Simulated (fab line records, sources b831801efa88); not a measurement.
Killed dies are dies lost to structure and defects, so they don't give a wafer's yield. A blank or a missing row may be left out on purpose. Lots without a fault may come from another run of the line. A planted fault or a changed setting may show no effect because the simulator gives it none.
fab line records | flow sky130
record lots=13 wafers=39 last_day=49
route steps=708 shown METAL1@450 VIA1@471 METAL2@502
lots that met no fault: from a run of the same line without faults
start_h: hours from the record's first day to the start of the lot's first wafer shown | wait_h: hours since the lot's step before | " the same as in the row above | L1.1+2: a row that stands for several wafers | - no value, or no start given | * or withheld: withheld | < > ~ a bound
route shown NAME@n: a module of which the file shows steps, and the number in the route of the first | usual: mean/standard deviation of fault-free wafers | same: alike in all rows | chamber/n: place in a boat | sites: the reading at each site | _std_site: their standard deviation | _edge_site: outer sites' mean less inner sites' | radius_mm: how far each site lies from the wafer's centre | mask NAME#n: copy n | behind: the tool/chamber that last shaped the wafer | hold: why the lot was held/for how many hours/how that ended | device: the transistor (n, p or np) that didn't switch | end of line: the same wafers' tests at the end of the route | a step without rows: its recipe alone | killed: dies lost to structure and defects at the first sort, not the wafer's yield | map: a wafer's dies, x killed, . not, _ none there
set.NAME: the setting as run; set.NAME@STEP: as run at that earlier step | model.NAME: the simulator's own value behind a step, which no gauge read
steps of the route over a sample of lots; a table a step, a row a wafer
services: from which hour (start_h, from the record's first day; less than 0 if before it) a tool's chamber was out of use, for how many hours, and why
## steps
# step SKY_METAL1_OVL_MEAS_16
# usual METAL1_OVL=1/5.6
# columns lot.wafer tool chamber start_h wait_h METAL1_OVL[nm]
L224.2 overlay-01 - 784.03 0.1 -5
L224.3 " - " " -5
L224.4 " - " " -2
L225.3 overlay-01 - 790.65 0.1 -5
L225.5 " - " " 5
L225.6 " - " " -5
L226.3 overlay-02 - 800.84 0.1 6
L226.4 " - " " -6
L226.5 " - " " 8
L228.3 overlay-01 - 818.94 0.1 11
L228.4 " - " " 11
L228.5 " - " " 8
L229.1 overlay-01 - 822.69 0.1 5
L229.2 " - " " -3
L229.4 " - " " 8
L230.4 overlay-01 - 830.35 0.1 -2
L230.5 " - " " -1
L230.6 " - " " 3
L234.2 overlay-01 - 859.64 0.1 -3
L234.5 " - " " -7
L234.6 " - " " 1
L235.1 overlay-02 - 872.49 0.1 -5
L235.4 " - " " 5
L235.6 " - " " 2
L236.1 overlay-01 - 875.38 0.1 4
L236.2 " - " " -2
L236.5 " - " " -2
L237.2 overlay-02 - 888.98 0.1 -5
L237.4 " - " " 0
L237.5 " - " " -2
L238.2 overlay-01 - 891.00 0.1 0
L238.3 " - " " 4
L238.5 " - " " -6
L239.2 overlay-01 - 897.74 0.1 5
L239.3 " - " " -4
L239.6 " - " " 1
L240.1 overlay-01 - 900.53 0.1 6
L240.4 " - " " 13
L240.5 " - " " 7
# step SKY_METAL1_ETCH_18
# recipe chemistry=N2/H2 target=BARC ion_energy_ev=200 bias_w=100 pressure_mtorr=30 n2_flow_sccm=100 h2_flow_sccm=200 icp_w=500 stop_on=SiO2 time_s=45.9 target_depth_a=600
# usual chamber_pressure_mTorr=30.003/0.026 drypump_motor_current_A=5.5/0.52 oes_product_au=0.854/0.0048 rf_fwd_power_W=495.4/2 throttle_valve_pct=13.224/0.0089
# columns lot.wafer tool chamber start_h wait_h chamber_pressure_mTorr drypump_motor_current_A oes_product_au rf_fwd_power_W rf_hours_counter_h throttle_valve_pct
L224.2 rie_metal-02 1 784.09 0.0 29.989 5.1 0.853 497.5 11 13.232
L224.3 " 0 " " 30.009 5.9 0.855 494.7 - 13.220
L224.4 " 1 " " 29.932 5.1 0.861 494.4 - 13.225
L225.3 rie_metal-04 0 790.73 0.0 29.974 6.4 0.865 492.4 - 13.219
L225.5 " 1 " " 29.958 5.2 0.862 496.0 - 13.228
L225.6 " 0 " " 29.971 6.4 0.860 491.7 - 13.223
L226.3 rie_metal-01 0 800.92 0.0 30.004 5.6 0.854 496.8 - 13.214
L226.4 " 1 " " 30.003 5.1 0.851 496.1 - 13.238
L226.5 " 1 " " 30.033 5.0 0.864 494.8 - 13.226
L228.3 rie_metal-01 1 819.03 0.0 30.000 5.0 0.847 497.1 - 13.217
L228.4 " 0 " " 30.036 5.6 0.853 500.2 - 13.221
L228.5 " 0 " " 30.034 5.7 0.856 497.1 - 13.235
L229.1 rie_metal-01 0 822.77 0.0 30.030 5.6 0.846 492.9 7 13.228
L229.2 " 1 " " 30.040 5.0 0.852 497.9 11 13.221
L229.4 " 0 " " 29.993 5.7 0.844 496.4 - 13.234
L230.4 rie_metal-01 0 830.43 0.0 30.033 5.7 0.853 495.6 - 13.221
L230.5 " 1 " " 30.041 5.0 0.862 497.9 - 13.227
L230.6 " 0 " " 30.008 5.7 0.857 496.0 - 13.229
L234.2 rie_metal-01 0 859.71 0.0 29.950 5.7 0.858 495.1 8 13.232
L234.5 " 0 " " 30.029 5.7 0.862 492.9 - 13.219
L234.6 " 1 " " 29.954 5.1 0.858 495.7 - 13.235
L235.1 rie_metal-01 1 872.56 0.0 29.993 5.0 0.852 494.7 13 13.219
L235.4 " 0 " " 29.970 5.6 0.854 495.2 - 13.224
L235.6 " 0 " " 29.997 5.6 0.860 494.4 - 13.228
L236.1 rie_metal-04 0 875.44 0.0 30.025 6.4 0.854 494.5 5 13.211
L236.2 " 1 " " 29.999 5.2 0.849 496.6 6 13.233
L236.5 " 1 " " 30.013 5.2 0.852 495.1 - 13.225
L237.2 rie_metal-04 0 889.05 0.0 30.001 6.4 0.855 494.3 5 13.199
L237.4 " 1 " " 29.980 5.2 0.842 495.6 - 13.221
L237.5 " 0 " " 30.015 6.4 0.854 493.7 - 13.223
L238.2 rie_metal-01 0 891.06 0.0 29.938 5.7 0.854 494.6 10 13.226
L238.3 " 1 " " 30.059 5.0 0.852 494.8 - 13.246
L238.5 " 1 " " 29.999 5.0 0.854 493.2 - 13.209
L239.2 rie_metal-02 1 897.85 0.1 29.991 5.0 0.850 496.9 - 13.220
L239.3 " 1 " " 30.033 5.1 0.849 496.9 - 13.241
L239.6 " 1 " " 30.042 5.1 0.854 495.2 - 13.217
L240.1 rie_metal-04 1 900.59 0.0 30.001 5.2 0.860 495.5 7 13.227
L240.4 " 1 " " 30.010 5.2 0.849 496.5 - 13.224
L240.5 " 0 " " 30.019 6.4 0.852 491.6 - 13.230
# step SKY_VIA1_OVL_MEAS_13
# usual VIA1_OVL=4/4.8
# columns lot.wafer tool chamber start_h wait_h VIA1_OVL[nm]
L224.2 overlay-01 - 812.84 0.1 9
L224.3 " - " " 12
L224.4 " - " " -1
L225.3 overlay-02 - 819.89 0.1 3
L225.5 " - " " -6
L225.6 " - " " 4
L226.3 overlay-02 - 830.10 0.1 12
L226.4 " - " " 6
L226.5 " - " " 9
L228.3 overlay-02 - 847.54 0.1 9
L228.4 " - " " 8
L228.5 " - " " 4
L229.1 overlay-02 - 850.96 0.1 8
L229.2 " - " " 2
L229.4 " - " " 6
L230.4 overlay-01 - 858.55 0.1 -3
L230.5 " - " " 1
L230.6 " - " " 0
L234.2 overlay-01 - 887.84 0.1 15
L234.5 " - " " 9
L234.6 " - " " 11
L235.1 overlay-01 - 900.71 0.1 1
L235.4 " - " " 5
L235.6 " - " " -2
L236.1 overlay-01 - 902.83 0.1 3
L236.2 " - " " 2
L236.5 " - " " 7
L237.2 overlay-01 - 915.69 0.1 7
L237.4 " - " " 6
L237.5 " - " " 5
L238.2 overlay-02 - 917.77 0.1 -1
L238.3 " - " " 0
L238.5 " - " " 2
L239.2 overlay-02 - 925.02 0.1 13
L239.3 " - " " 12
L239.6 " - " " 15
L240.1 overlay-01 - 927.08 0.1 1
L240.4 " - " " 5
L240.5 " - " " 7
# step SKY_METAL2_METAL_ETCH_19
# recipe target_depth_a=3600 stop_on=SiO2 over_etch_frac=0.3 time_s=74.83 chemistry=Cl2/BCl3 resist_sidewall_deg=88 pressure_mtorr=10 icp_w=900 bias_w=48.5 Cl2_flow_sccm=60 bcl3_flow_sccm=30
# usual chamber_pressure_mTorr=10.001/0.012 drypump_motor_current_A=5.6/0.53 oes_product_au=0.874/0.006 rf_fwd_power_W=894/3.3 throttle_valve_pct=22.264/0.0074
# columns lot.wafer tool chamber start_h wait_h chamber_pressure_mTorr drypump_motor_current_A oes_product_au rf_fwd_power_W rf_hours_counter_h throttle_valve_pct
L224.2 rie_metal-04 1 841.31 0.0 10.000 5.2 0.866 898 5 22.261
L224.3 " 1 " " 9.990 5.2 0.856 896 - 22.261
L224.4 " 0 " " 10.014 6.4 0.880 894 - 22.253
L225.3 rie_metal-01 1 848.99 0.1 10.006 5.0 0.870 902 - 22.260
L225.5 " 1 " " 9.985 5.0 0.870 896 - 22.269
L225.6 " 0 " " 9.989 5.6 0.871 887 - 22.270
L226.3 rie_metal-04 0 859.04 0.1 10.011 6.4 0.866 889 - 22.259
L226.4 " 1 " " 10.022 5.2 0.879 895 - 22.270
L226.5 " 1 " " 10.015 5.2 0.880 896 - 22.268
L228.3 rie_metal-04 0 876.19 0.1 9.991 6.4 0.871 886 - 22.269
L228.4 " 1 " " 10.002 5.2 0.876 894 - 22.277
L228.5 " 0 " " 9.997 6.4 0.883 898 - 22.269
L229.1 rie_metal-03 1 879.79 0.0 9.997 6.0 0.879 893 5 22.260
L229.2 " 0 " " 10.004 5.1 0.879 893 13 22.279
L229.4 " 1 " " 10.003 6.0 0.882 893 - 22.245
L230.4 rie_metal-04 0 886.29 0.1 10.000 6.4 0.880 892 - 22.272
L230.5 " 1 " " 9.997 5.2 0.883 891 - 22.255
L230.6 " 0 " " 9.990 6.4 0.872 889 - 22.268
L234.2 rie_metal-03 0 915.49 0.0 10.005 5.1 0.872 896 15 22.258
L234.5 " 1 " " 9.982 6.1 0.875 892 - 22.268
L234.6 " 0 " " 10.002 5.1 0.873 890 - 22.249
L235.1 rie_metal-03 1 927.26 0.0 10.012 6.1 0.878 893 7 22.257
L235.4 " 0 " " 10.014 5.1 0.866 897 - 22.271
L235.6 " 0 " " 10.004 5.1 0.872 894 - 22.259
L236.1 rie_metal-01 1 929.84 0.0 10.011 5.0 0.872 893 15 22.263
L236.2 " 0 " " 9.997 5.6 0.879 902 11 22.279
L236.5 " 0 " " 9.997 5.7 0.873 897 - 22.250
L237.2 rie_metal-04 0 942.29 0.0 9.983 6.4 0.881 895 8 22.262
L237.4 " 1 " " 9.995 5.2 0.880 901 - 22.269
L237.5 " 1 " " 9.994 5.2 0.873 899 - 22.275
L238.2 rie_metal-01 1 944.84 0.0 10.006 5.0 0.878 899 16 22.264
L238.3 " 1 " " 10.006 5.0 0.871 894 - 22.269
L238.5 " 0 " " 9.988 5.6 0.875 896 - 22.259
L239.2 rie_metal-01 0 952.19 0.0 10.004 5.7 0.872 893 12 22.260
L239.3 " 0 " " 10.002 5.7 0.795 896 - 22.281
L239.6 " 1 " " 9.998 5.1 0.869 891 - 22.272
L240.1 rie_metal-03 1 953.11 0.0 9.995 6.1 0.876 889 8 22.262
L240.4 " 1 " " 9.996 6.1 0.885 893 - 22.270
L240.5 " 1 " " 9.985 6.1 0.869 893 - 22.263
# step SKY_METAL2_STRIP_20
# recipe chemistry=O2/N2 power_w=1400 pressure_mtorr=1500 platen_temp_c=withheld o2_flow_sccm=3000 n2_flow_sccm=300 overash_fraction=0.5
# usual chamber_pressure_mTorr=1500.0/1.2 drypump_motor_current_A=5.6/0.33 oes_product_au=0.347/0.0047 strip_time_to_endpoint_s=2.79/0.051
# columns lot.wafer tool chamber start_h wait_h chamber_pressure_mTorr drypump_motor_current_A oes_product_au rf_hours_counter_h strip_time_to_endpoint_s
L224.2 plasma_asher-02 1 841.40 0.1 1501.0 5.6 0.350 103 2.83
L224.3 " 1 " " 1499.7 5.6 0.346 - 2.86
L224.4 " 0 " " 1503.1 6.0 0.353 - 2.81
L225.3 plasma_asher-04 1 849.08 0.1 1499.8 5.8 0.346 - 2.76
L225.5 " 1 " " 1501.0 5.9 0.345 - 2.83
L225.6 " 0 " " 1500.2 5.2 0.343 - 2.73
L226.3 plasma_asher-04 1 859.13 0.1 1499.5 5.9 0.342 - 2.78
L226.4 " 0 " " 1501.7 5.2 0.355 - 2.85
L226.5 " 0 " " 1498.6 5.2 0.356 - 2.88
L228.3 plasma_asher-04 0 876.28 0.1 1499.9 5.2 0.350 - 2.78
L228.4 " 1 " " 1498.7 5.9 0.343 - 2.85
L228.5 " 1 " " 1501.7 5.9 0.345 - 2.81
L229.1 plasma_asher-04 1 879.88 0.1 1501.1 5.8 0.350 43 2.80
L229.2 " 0 " " 1500.3 5.2 0.343 43 2.83
L229.4 " 0 " " 1501.5 5.2 0.346 - 2.83
L230.4 plasma_asher-02 0 886.38 0.1 1499.3 6.1 0.347 - 2.77
L230.5 " 1 " " 1499.9 5.6 0.351 - 2.82
L230.6 " 0 " " 1499.1 6.1 0.342 - 2.78
L234.2 plasma_asher-02 1 915.58 0.1 1500.3 5.6 0.350 110 2.78
L234.5 " 1 " " 1499.5 5.6 0.353 - 2.76
L234.6 " 0 " " 1499.6 6.1 0.340 - 2.77
L235.1 plasma_asher-02 0 927.35 0.1 1501.2 6.1 0.348 111 2.76
L235.4 " 1 " " 1502.4 5.6 0.339 - 2.78
L235.6 " 1 " " 1499.4 5.6 0.350 - 2.76
L236.1 plasma_asher-04 1 929.93 0.1 1499.3 5.8 0.350 48 2.76
L236.2 " 0 " " 1499.8 5.2 0.349 48 2.67
L236.5 " 0 " " 1502.5 5.2 0.351 - 2.69
L237.2 plasma_asher-03 0 942.38 0.1 1498.1 5.3 0.345 79 2.80
L237.4 " 1 " " 1500.5 5.6 0.346 - 2.89
L237.5 " 0 " " 1499.4 5.3 0.356 - 2.89
L238.2 plasma_asher-04 0 944.93 0.1 1500.6 5.2 0.343 49 2.73
L238.3 " 0 " " 1499.8 5.2 0.340 - 2.71
L238.5 " 0 " " 1499.2 5.1 0.337 - 2.70
L239.2 plasma_asher-03 1 952.28 0.1 1500.6 5.6 0.342 80 2.70
L239.3 " 0 " " 1500.3 5.3 0.376 - 3.57
L239.6 " 0 " " 1499.3 5.3 0.354 - 2.73
L240.1 plasma_asher-04 1 953.20 0.1 1500.2 5.9 0.338 50 2.78
L240.4 " 1 " " 1501.6 5.9 0.343 - 2.77
L240.5 " 1 " " 1500.5 5.9 0.352 - 2.79
## services
# columns tool chamber start_h hours kind
rie_metal-02 - 798.20 0.2 repair
plasma_asher-02 - 806.72 0.6 repair
plasma_asher-03 - 812.07 12.7 repair
rie_metal-02 - 827.17 1.4 pm
plasma_asher-04 - 830.16 7.1 repair
rie_metal-02 0 837.55 3.2 repair
rie_metal-02 0 889.52 - clean
rie_metal-02 0 889.52 32.9 scheduled_down
rie_metal-02 0 889.52 32.9 vent_cycle
rie_metal-02 1 922.37 - clean
rie_metal-02 1 922.37 16.9 scheduled_down
rie_metal-02 1 922.37 16.9 vent_cycle
plasma_asher-03 - 939.31 2.8 pm
plasma_asher-02 - 950.56 2.8 pm
## key
first_sign step=SKY_METAL2_METAL_ETCH_19 reading=oes_product_au direction=down sigmas=13 usual=0.874 struck=0.795
effect step=SKY_METAL2_STRIP_20 reading=strip_time_to_endpoint_s direction=up sigmas=15 usual=* struck=*
met_at SKY_METAL2_METAL_ETCH_19
struck_lots L239
struck_wafers L239.3
later_rows_left_out L239.3
sort_left_out L239.3
not_acting_at SKY_METAL1_OVL_MEAS_16,SKY_METAL1_ETCH_18,SKY_VIA1_OVL_MEAS_13
onset_between 944.84 952.19
fault kind=process_parameter_drift tool=rie_metal-01 chamber=- onset_h=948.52 steps=SKY_METAL2_METAL_ETCH_19 channel=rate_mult offset=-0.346 shape=step end_h=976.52 scope=struck_wafers_only
# sort_left_out: the simulated sort isn't trusted on such a fault, so these wafers' sort isn't shown, and their yield isn't known
# later_rows_left_out: the simulator's readings of these wafers behind a module that went badly wrong aren't trusted and aren't shown, but for the sort
